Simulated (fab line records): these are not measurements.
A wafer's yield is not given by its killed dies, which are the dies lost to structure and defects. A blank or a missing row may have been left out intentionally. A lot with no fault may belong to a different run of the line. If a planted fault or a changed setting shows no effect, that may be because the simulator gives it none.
fab line records	flow sfq_line
[record] lots = 6	wafers = 18	last_day = 91
route steps=325 shown M6@265 I6@266
lots that met no fault: from a run of the same line without faults
start_h: hours from the record's first day to the start of the lot's first wafer shown	wait_h: hours since the lot's step before	" as in the row above	L1.1+2: a row that stands for several wafers	- no value, or no start was given	* or withheld: withheld	< > ~ a bound
route shown NAME@n: NAME is a module with steps in the file, n the number in the route of the first one	usual: mean/standard deviation of fault-free wafers	same: alike in all rows	chamber/n: place in a boat	sites: readings site by site	_std_site: the values' standard deviation	_edge_site: mean of outer sites minus mean of inner sites	radius_mm: how far each site lies from the wafer's centre	mask NAME#n: copy n	behind: the most recent tool/chamber to have shaped the wafer	hold: what put the lot on hold/how long, in hours/how the hold closed	device: names the non-switching transistor (n, p or np)	end of line: the route-end tests of the same wafers	step lacking rows: just its recipe	killed: the dies lost at the first sort to structure and to defects; this is not the yield of the wafer	map: a wafer's dies, x killed, . not, _ none there
set.NAME: the setting the step ran with; set.NAME@STEP: the setting that earlier step ran with	model.NAME: the simulator's own value behind a step, which no gauge read
certain route steps with their lots: each step a table, each wafer a row
services: the hour from which a tool's chamber was out of use, counted from the record's first day as start_h (under 0 if before that day), plus the number of hours and why
[[steps]]
[step SFQ_TRILAYER_M6_STRIP_SOLV_CLEAN_164]
[recipe] chemistry = NMP	temp_c = 70	time_s = 600
[step SFQ_TRILAYER_I6_DEP_PECVD_165]
[recipe] material = SiO2	temp_c = 150	time_s = 111.11	pressure_torr = 2.4	rf_w = 183.3	precursor = SiH4/N2O	target_thk_nm = 500
[usual] heater_power_w = 87/17	throttle_valve_pct = 25.0/1.6
lot.wafer	tool	chamber	start_h	wait_h	heater_power_w	throttle_valve_pct
L536.1	pecvd-04	2	1810.33	0.0	91	25.3
L536.3	"	0	"	"	71	27.0
L536.4	"	2	"	"	91	25.6
L539.2	pecvd-01	2	1816.33	0.0	87	24.8
L539.5	"	0	"	"	88	24.1
L539.6	"	2	"	"	88	24.7
L540.2	pecvd-02	0	1817.74	0.0	98	22.9
L540.4	"	2	"	"	88	24.1
L540.5	"	1	"	"	106	26.9
L547.1	pecvd-01	2	1893.56	0.0	77	24.9
L547.3	"	1	"	"	124	22.4
L547.4	"	1	"	"	122	22.9
L548.2	pecvd-02	0	1921.16	0.0	99	22.8
L548.4	"	2	"	"	88	24.1
L548.6	"	0	"	"	81	23.0
L549.1	pecvd-01	2	1934.61	0.0	79	25.0
L549.3	"	1	"	"	110	22.6
L549.5	"	2	"	"	80	25.1
[step SFQ_TRILAYER_I6_CMP_CMP_166]
[recipe] material = SiO2	down_force_psi = 3	platen_rpm = 60	pad_velocity_m_s = 0.94248
[usual] motor_current_A = 10.1/1	time_to_endpoint_s = 216/6.7
lot.wafer	tool	chamber	start_h	wait_h	motor_current_A	time_to_endpoint_s
L536.4	cmp-02	2	1817.01	6.6	7.5	225
L536.3	"	0	1818.01	7.6	10.1	217
L536.1	"	1	"	"	10.2	221
L539.2	cmp-01	3	1827.01	10.6	10.1	210
L539.6	"	3	1829.01	12.6	10.4	216
L539.5	"	0	"	"	9.1	219
L540.4	cmp-01	0	1830.51	12.7	9.0	227
L540.2	"	2	1831.51	13.7	10.3	206
L540.5	"	3	"	"	10.9	220
L547.1	cmp-02	0	1894.17	0.6	10.3	214
L547.3	"	1	"	"	10.3	210
L547.4	"	2	"	"	8.0	226
L548.4	cmp-02	3	1924.33	3.1	11.2	216
L548.2	"	0	"	"	10.4	223
L548.6	"	2	1925.83	4.6	8.2	228
L549.3	cmp-02	2	1934.69	0.0	7.8	211
L549.1	"	0	1935.69	1.0	10.4	215
L549.5	"	3	1937.19	2.5	10.9	204
[step SFQ_I6_BOW_MEAS_941]
[recipe] mode = bow
[usual] I6_BOW = 6/11
lot.wafer	tool	chamber	start_h	wait_h	I6_BOW[um]
L536.1	film_metro-01	-	1820.01	1.0	18
L536.3	"	-	"	"	13
L536.4	"	-	"	"	14
L539.2	film_metro-01	-	1830.03	2.5	21
L539.5	"	-	"	"	16
L539.6	"	-	"	"	15
L540.2	film_metro-04	-	1833.03	1.0	3
L540.4	"	-	"	"	-12
L540.5	"	-	"	"	-4
L547.1	film_metro-01	-	1896.67	2.0	22
L547.3	"	-	"	"	20
L547.4	"	-	"	"	12
L548.2	film_metro-04	-	1926.35	1.0	2
L548.4	"	-	"	"	11
L548.6	"	-	"	"	14
L549.1	film_metro-04	-	1937.69	1.5	6
L549.3	"	-	"	"	1
L549.5	"	-	"	"	6
[step SFQ_TRILAYER_I6_METRO_MEASURE_167]
[usual] thk_nm = 199.9/1.1
lot.wafer	tool	chamber	start_h	wait_h	thk_nm
L536.1	film_metro-01	-	1820.13	0.1	200.1
L536.3	"	-	"	"	199.5
L536.4	"	-	"	"	200.7
L539.2	film_metro-01	-	1830.33	0.3	200.7
L539.5	"	-	"	"	200.8
L539.6	"	-	"	"	200.0
L540.2	film_metro-04	-	1833.33	0.3	198.8
L540.4	"	-	"	"	200.6
L540.5	"	-	"	"	198.6
L547.1	film_metro-01	-	1896.79	0.1	200.2
L547.3	"	-	"	"	199.1
L547.4	"	-	"	"	201.6
L548.2	film_metro-04	-	1926.65	0.3	202.0
L548.4	"	-	"	"	200.0
L548.6	"	-	"	"	200.6
L549.1	film_metro-04	-	1937.81	0.1	200.3
L549.3	"	-	"	"	198.8
L549.5	"	-	"	"	197.0
[step SFQ_TRILAYER_I6_VIA_LITHO_COAT_174]
[recipe] resist = BARC	spin_rpm = 3000	resist_thk_nm = 62
[step SFQ_TRILAYER_I6_VIA_LITHO_COAT_169]
[recipe] resist = KrF	spin_rpm = 3000	resist_thk_nm = 650
[step SFQ_TRILAYER_I6_VIA_LITHO_SOFTBAKE_173]
[recipe] temp_c = withheld	time_s = withheld	resist = KrF
[step SFQ_TRILAYER_I6_VIA_LITHO_EXPOSE_170]
[recipe] mask_id = I6	na = 0.6	source_shape = conventional	sigma_outer = 0.65	target_cd_nm = 700	dose_mj = 21.3
[step SFQ_TRILAYER_I6_VIA_LITHO_PEB_172]
[recipe] peb_temp_c = 115	peb_time_s = 60	resist = KrF
[step SFQ_TRILAYER_I6_VIA_LITHO_DEVELOP_171]
[recipe] time_s = 60	resist = KrF
[step SFQ_I6_OVL_MEAS_942]
[usual] I6_OVL = -2/5.3
lot.wafer	tool	chamber	start_h	wait_h	I6_OVL[nm]
L536.1	overlay-02	-	1824.22	0.1	-3
L536.3	"	-	"	"	0
L536.4	"	-	"	"	1
L539.2	overlay-02	-	1923.77	0.1	-7
L539.5	"	-	"	"	-11
L539.6	"	-	"	"	-9
L540.2	overlay-01	-	1927.50	0.1	-6
L540.4	"	-	"	"	-10
L540.5	"	-	"	"	-8
L547.1	overlay-02	-	1998.54	0.1	2
L547.3	"	-	"	"	2
L547.4	"	-	"	"	5
L548.2	overlay-02	-	2023.23	0.1	3
L548.4	"	-	"	"	-3
L548.6	"	-	"	"	-5
L549.1	overlay-01	-	2032.82	0.1	8
L549.3	"	-	"	"	1
L549.5	"	-	"	"	14
[step SFQ_TRILAYER_I6_VIA_BARC_OPEN_VIA_ETCH_235]
[recipe] mask_material = PR	chemistry = O2	target_depth_nm = 125	target = BARC	source_w = 500	bias_w = 80	pressure_mtorr = 30	time_s = 41.7
[usual] drypump_motor_current_A = 5.7/0.35	oes_product_au = 0.685/0.0043	rf_fwd_power_W = 494.9/2.2
lot.wafer	tool	chamber	start_h	wait_h	drypump_motor_current_A	oes_product_au	rf_fwd_power_W	rf_hours_counter_h	model.KrF_of_TRILAYER_I6_VIA_LITHO_COAT_169.thk_nm
L536.1	rie_diel-02	0	1824.25	0.0	5.6	0.694	496.8	6	576.1
L536.3	"	1	"	"	5.6	0.684	498.2	15	576.9
L536.4	"	3	"	"	5.6	0.688	497.0	6	574.7
L539.2	rie_diel-03	1	1923.80	0.0	6.5	0.685	574.4	2	565.4
L539.5	"	0	"	"	5.3	0.689	572.3	-	568.3
L539.6	"	1	"	"	6.6	0.685	575.6	-	565.5
L540.2	rie_diel-03	0	1927.53	0.0	5.3	0.687	576.2	4	564.3
L540.4	"	1	"	"	6.5	0.687	574.3	-	566
L540.5	"	2	"	"	5.9	0.688	573.4	-	565.1
L547.1	rie_diel-03	0	1998.58	0.0	5.3	0.688	493.6	5	576.9
L547.3	"	3	"	"	5.6	0.685	496.1	0	575.9
L547.4	"	2	"	"	5.9	0.685	490.2	6	573
L548.2	rie_diel-02	3	2023.26	0.0	5.6	0.682	498.1	9	571.4
L548.4	"	2	"	"	6.1	0.693	490.7	18	571.1
L548.6	"	3	"	"	5.6	0.682	497.6	-	571.4
L549.1	rie_diel-02	1	2032.86	0.0	5.6	0.684	498.3	18	571.1
L549.3	"	3	"	"	5.6	0.686	495.1	10	572
L549.5	"	2	"	"	6.1	0.685	497.3	-	570.6
[step SFQ_TRILAYER_I6_VIA_ETCH_VIA_ETCH_172]
[recipe] target = SiO2	stop_on = Nb	mask_material = PR	taper_deg = 20	chemistry = CHF3	target_depth_nm = 260	source_w = 500	bias_w = 80	pressure_mtorr = 30	time_s = withheld
[usual] drypump_motor_current_A = 5.7/0.35	oes_product_au = 0.855/0.0049	rf_fwd_power_W = 498.4/1.6
lot.wafer	tool	chamber	start_h	wait_h	drypump_motor_current_A	oes_product_au	rf_fwd_power_W	model.KrF_of_TRILAYER_I6_VIA_LITHO_COAT_169.thk_nm
L536.1	rie_diel-02	0	1824.29	0.0	5.6	0.853	499.0	531.7
L536.3	"	1	"	"	5.6	0.855	498.4	531.9
L536.4	"	3	"	"	5.6	0.858	497.5	529.8
L539.2	rie_diel-03	1	1923.84	0.0	6.5	0.868	499.9	520.9
L539.5	"	0	"	"	5.3	0.850	498.4	523.9
L539.6	"	1	"	"	6.5	0.858	500.3	521.6
L540.2	rie_diel-03	0	1927.57	0.0	5.3	0.859	497.9	520.2
L540.4	"	1	"	"	6.5	0.858	495.4	521.9
L540.5	"	2	"	"	5.9	0.846	497.2	520.5
L547.1	rie_diel-03	0	1998.62	0.0	5.3	0.861	492.9	532.5
L547.3	"	3	"	"	5.6	0.857	497.9	531.3
L547.4	"	2	"	"	5.9	0.845	497.3	527.6
L548.2	rie_diel-02	3	2023.30	0.0	5.6	0.863	499.9	526.2
L548.4	"	2	"	"	6.1	0.853	497.3	525.4
L548.6	"	3	"	"	5.6	0.858	502.2	526.4
L549.1	rie_diel-02	1	2032.90	0.0	5.6	0.857	499.7	526
L549.3	"	3	"	"	5.6	0.856	499.7	526.7
L549.5	"	2	"	"	6.1	0.845	498.7	524.8
[step SFQ_TRILAYER_I6_VIA_STRIP_STRIP_173]
[recipe] gas = O2	power_w = 200	platen_temp_c = 40	overash_fraction = 0.65	chemistry = O2	pressure_mtorr = 50
[usual] drypump_motor_current_A = 5.9/0.31	oes_product_au = 0.997/0.011
lot.wafer	tool	chamber	start_h	wait_h	drypump_motor_current_A	oes_product_au	rf_hours_counter_h
L536.1	rie_metal-04	0	1824.41	-	5.8	0.993	82
L536.3	"	0	"	"	5.8	0.984	-
L536.4	"	0	"	"	5.8	0.997	-
L539.2	rie_metal-02	1	1923.96	-	6.3	0.992	100
L539.5	"	1	"	"	6.3	1.006	-
L539.6	"	0	"	"	5.5	0.981	-
L540.2	rie_metal-04	1	1927.68	-	6.2	1.004	61
L540.4	"	0	"	"	5.8	0.999	-
L540.5	"	0	"	"	5.8	0.994	-
L547.1	rie_metal-02	1	1998.73	-	6.3	1.000	106
L547.3	"	0	"	"	5.5	0.980	-
L547.4	"	1	"	"	6.3	1.016	-
L548.2	rie_metal-04	1	2023.41	-	6.2	0.992	71
L548.4	"	0	"	"	5.8	0.995	-
L548.6	"	1	"	"	6.2	0.999	-
L549.1	rie_metal-04	1	2033.01	-	6.2	1.008	72
L549.3	"	1	"	"	6.2	1.009	-
L549.5	"	0	"	"	5.8	1.000	-
[[services]]
tool	chamber	start_h	hours	kind
rie_metal-04	-	1804.38	14.6	pm
rie_diel-03	-	1824.55	0.2	repair
film_metro-01	-	1831.60	2.4	pm
rie_metal-04	-	1842.25	0.8	repair
film_metro-01	-	1846.07	1.1	pm
rie_diel-02	-	1861.09	2.8	pm
rie_diel-03	3	1878.82	13.1	repair
rie_metal-04	1	1879.19	17.4	repair
rie_diel-03	1	1887.14	1.2	repair
pecvd-01	2	1899.63	6.6	repair
film_metro-01	-	1906.00	0.5	pm
cmp-02	-	1907.58	3.4	repair
film_metro-04	-	1909.81	1.5	pm
cmp-02	-	1930.16	0.3	repair
cmp-02	-	1939.08	4.0	pm
rie_metal-04	0	1944.04	10.8	repair
film_metro-01	-	1954.94	0.4	pm
rie_diel-02	1	2001.44	6.1	repair
cmp-02	-	2001.46	0.5	repair
rie_metal-04	-	2002.76	4.1	repair
rie_diel-02	-	2010.86	0.3	repair
cmp-02	-	2016.94	3.1	repair
rie_diel-03	1	2022.44	6.3	repair
rie_diel-03	2	2028.33	7.8	repair
[[key]]
[first_sign] step = SFQ_TRILAYER_I6_VIA_BARC_OPEN_VIA_ETCH_235	reading = rf_fwd_power_W	direction = up	sigmas = 36	usual = 494.9	struck = 574.4
effect none on later readings
[model_effect] step = SFQ_TRILAYER_I6_VIA_BARC_OPEN_VIA_ETCH_235	value = KrF_of_TRILAYER_I6_VIA_LITHO_COAT_169.thk_nm	without = 573	struck = 565.7
[model_effect] step = SFQ_TRILAYER_I6_VIA_ETCH_VIA_ETCH_172	value = KrF_of_TRILAYER_I6_VIA_LITHO_COAT_169.thk_nm	without = 528.8	struck = 521.5
met_at SFQ_TRILAYER_I6_VIA_BARC_OPEN_VIA_ETCH_235
struck_wafers L539.2,L539.5,L539.6,L540.2,L540.4,L540.5
[fault] kind = process_parameter_drift	tool = rie_diel-03	chamber = -	onset_h = 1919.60	steps = SFQ_TRILAYER_I6_VIA_BARC_OPEN_VIA_ETCH_235	channel = source_w	offset = 80	shape = step	end_h = 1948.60	acts_in = these_recipes_only	stated = 500
